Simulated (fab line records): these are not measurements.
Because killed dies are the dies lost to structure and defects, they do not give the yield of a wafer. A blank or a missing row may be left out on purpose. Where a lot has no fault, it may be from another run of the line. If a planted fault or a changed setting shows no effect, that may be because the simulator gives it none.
Split-lot trial -- flow sky130 -- on a route of 708 steps: 5 lots, 23 wafers read

THE SPLIT ITSELF
At SKY_METAL1_EXPOSE_12 (exposes mask MM1, target cd 140 nm), the setting dose-mj was moved away from the recipe's 28 on 10 of the 23 wafers read, by -5.1% to +6.1%. The other wafers ran this setting at the recipe's value.

FROM THE SPLIT TO THE READING: what the file shows between them, 2 steps
- SKY_METAL1_PEB_13
- SKY_METAL1_DEVELOP_14: develop time 60 s

THE READING
cd-nm at SKY_METAL1_CD_MEAS_15, given in nm (cd target 140 nm). Typical for fault-free wafers on this fab line: 140.3 nm, with standard deviation 1.1 nm.

wafer,"tool, chamber at the split",dose-mj as run,against the recipe,"cd-nm, nm",against lot-mates on the recipe
L074.1,"krf-scanner-02, 0",29.72,+6.1%,127.4,-11.2
L074.2,"krf-scanner-02, 0",29.72,+6.1%,128.8,-9.8
L074.3,"krf-scanner-02, 0",29.72,+6.1%,128.3,-10.3
L074.4,"krf-scanner-02, 0",28,recipe,139.3,-
L074.6,"krf-scanner-02, 0",28,recipe,137.9,-
L077.1,"krf-scanner-01, 0",28,recipe,140.0,-
L077.2,"krf-scanner-01, 0",26.56,-5.1%,149.5,+9.5
L077.3,"krf-scanner-01, 0",28,recipe,140.0,-
L077.4,"krf-scanner-01, 0",26.56,-5.1%,148.8,+8.8
L077.5,"krf-scanner-01, 0",26.56,-5.1%,150.3,+10.3
L079.1,"krf-scanner-02, 0",28,recipe,140.9,-
L079.4,"krf-scanner-02, 0",28,recipe,141.3,-
L079.5,"krf-scanner-02, 0",28,recipe,142.2,-
L080.1,"krf-scanner-01, 0",28,recipe,138.6,-
L080.2,"krf-scanner-01, 0",28,recipe,139.8,-
L080.4,"krf-scanner-01, 0",26.61,-5.0%,149.5,+9.9
L080.5,"krf-scanner-01, 0",26.61,-5.0%,148.1,+8.5
L080.6,"krf-scanner-01, 0",28,recipe,140.3,-
L085.1,"krf-scanner-02, 0",28,recipe,140.2,-
L085.2,"krf-scanner-02, 0",26.89,-4.0%,148.8,+8.8
L085.3,"krf-scanner-02, 0",28,recipe,140.6,-
L085.4,"krf-scanner-02, 0",28,recipe,139.2,-
L085.6,"krf-scanner-02, 0",26.89,-4.0%,148.1,+8.1

FIT RESULTS
A straight line over all 23 wafers: cd-nm changes by -1.9 nm for each +1% of dose-mj; r = -0.99; the points scatter about the line by 1 nm.
The same after taking each lot's own level away (the mean of its wafers on the recipe; 23 wafers): -1.81 nm for each +1%; r = -0.99; scatter 0.73 nm.
That fit puts the effect of the largest move of dose-mj on the reading at 11 nm.
Across the lots, their own levels run from 138.60 to 141.47 nm, a range of 2.6 times the standard deviation given above.
Hence the lot-to-lot level has little effect on the slope; both slopes agree.
Check: for one of the wafers moved furthest among these (+6.1%), held out of the fit, the line's prediction against its lot-mates is -10.8 nm. It came out at -11.2 nm against them.

ADDITIONAL SPLITS CARRIED BY THESE WAFERS
Other splits were also applied to these wafers ahead of the reading. Each is held against what the fit with the lots' levels taken away leaves over:
other split on the same wafers,wafers away from the commonest value,r with cd-nm (lot level and that fit taken away)
SKY_LI_CONTACT_SPUTTER_19 time-s,8,-0.17
SKY_LOCAL_INTERCONNECT_COAT_05 resist-thk-nm,8,+0.19
SKY_LOCAL_INTERCONNECT_ETCH_13 bias-w,8,+0.06
SKY_CONTACT_HDPCVD_02 time-s,5,-0.28
SKY_CONTACT_COAT_08 spin-rpm,8,+0.24
SKY_CONTACT_ETCH_16 ion-energy-ev,6,+0.27
SKY_METAL1_SPUTTER_01 power-w,8,-0.03
SKY_METAL1_SPUTTER_02 power-w,9,-0.17

THE WHOLE CHAIN: every reading that the file lists as answering this split, in the file's order
step,what it does,reading,change (the file's fit),r (the file's)
SKY_METAL1_CD_MEAS_15,target cd 140 nm,cd-nm,-1.84 nm for each +1% of the setting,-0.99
SKY_METAL1_DESCUM_17,"chemistry O2, time 8 s","METAL1.cd-nm (the simulator's own value, which no gauge read)",-1.97 nm for each +1% of the setting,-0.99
SKY_METAL1_ETCH_18,"etches BARC in N2/H2, stops on SiO2, time 45.9 s, target depth 60 nm","METAL1.cd-nm (the simulator's own value, which no gauge read)",-1.9 nm for each +1% of the setting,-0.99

FILE'S OWN FIT
cd-nm changes by -1.84 nm for each +1% of dose-mj, r = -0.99.
